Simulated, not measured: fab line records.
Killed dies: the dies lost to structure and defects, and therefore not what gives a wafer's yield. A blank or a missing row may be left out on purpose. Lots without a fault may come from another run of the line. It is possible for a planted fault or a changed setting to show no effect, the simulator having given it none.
One fault through the eyes of 2 desks    flow gf180mcu    each desk holds nothing but its own numbers, with what lay behind them at the end

## FOR THE TOOL OWNER'S DESK: litho-track-03
Per lot that ran on this tool, the mean of the sampled wafers carrying a number, from the tool's own readings at GF_HV_LDD_SOFTBAKE_27 (time 60 s). Marked OUT: a lot whose mean sits more than 4 standard deviations from the usual mean, which makes it out of limits; the brackets give that distance.
Columns: A = exhaust-pa at GF_HV_LDD_SOFTBAKE_27, usual 45.0 Pa; B = heater-power-total-W at GF_HV_LDD_SOFTBAKE_27, usual 56.59 W; C = run-length-s at GF_HV_LDD_SOFTBAKE_27, usual 88.86 s
lot   first seen here  A     B      C
L263  day 12 06:43     45.3  56.61  88.92
L264  day 12 14:43     44.6  56.59  88.91
L267  day 13 10:28     45.4  56.60  88.94
L268  day 13 14:08     44.6  56.54  88.87
L270  day 14 11:13     45.0  56.57  90.70 (+13) OUT
L271  day 14 18:37     46.1  56.64  90.57 (+12) OUT
L279  day 17 07:28     43.9  56.65  88.89
This desk's finding: out of limits on L270, L271; first on L270, day 14 11:13 (run-length-s at GF_HV_LDD_SOFTBAKE_27). L263, L264, L267, L268, L279: within limits.

## FROM THE METROLOGY DESK
Lot by lot, what the gauges showed, no matter which tool ran the lot: averages of those sampled wafers that carry a number. Marked OUT: a lot whose mean sits more than 4 standard deviations from the usual mean, which makes it out of limits; the brackets give that distance.
Columns: A = M2_ALCU_RS at GF_M2_RS_MEAS_05, usual 0.0694 ohm/sq
lot   first seen here  A
L260  day 18 06:08     0.0693
L261  day 18 20:05     0.0688
L262  day 19 02:31     0.0686
L263  day 19 13:55     0.0695
L264  day 19 23:14     0.0688
L265  day 20 04:43     0.0690
L266  day 20 19:28     0.0690
L267  day 21 00:04     0.0695
L268  day 21 05:24     0.0684
L270  day 22 04:39     0.0688
L271  day 22 09:59     0.0694
L278  day 24 20:45     0.0686
L279  day 25 03:28     0.0706
L280  day 25 10:09     0.0698
Result from this desk: across the 14 lots, nothing is out of limits.

## TAKEN TOGETHER
The tool owner's desk could have raised an alarm at day 14 11:13, on L270, L271.
Nothing out of limits was seen by the metrology desk.
The metrology desk has L270, L271 on record, within its limits.
Of the lots named, all ran GF_HV_LDD_SOFTBAKE_27 on litho-track-03.

## WHAT HAD BEEN PUT IN BY THE SIMULATOR
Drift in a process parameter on litho-track-03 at GF_HV_LDD_SOFTBAKE_27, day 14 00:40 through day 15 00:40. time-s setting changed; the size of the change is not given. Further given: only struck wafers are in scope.
Struck lots among those shown: L270, L271.
Each desk's first reading out of limits, in hours after the fault started: the tool owner's desk, 11.
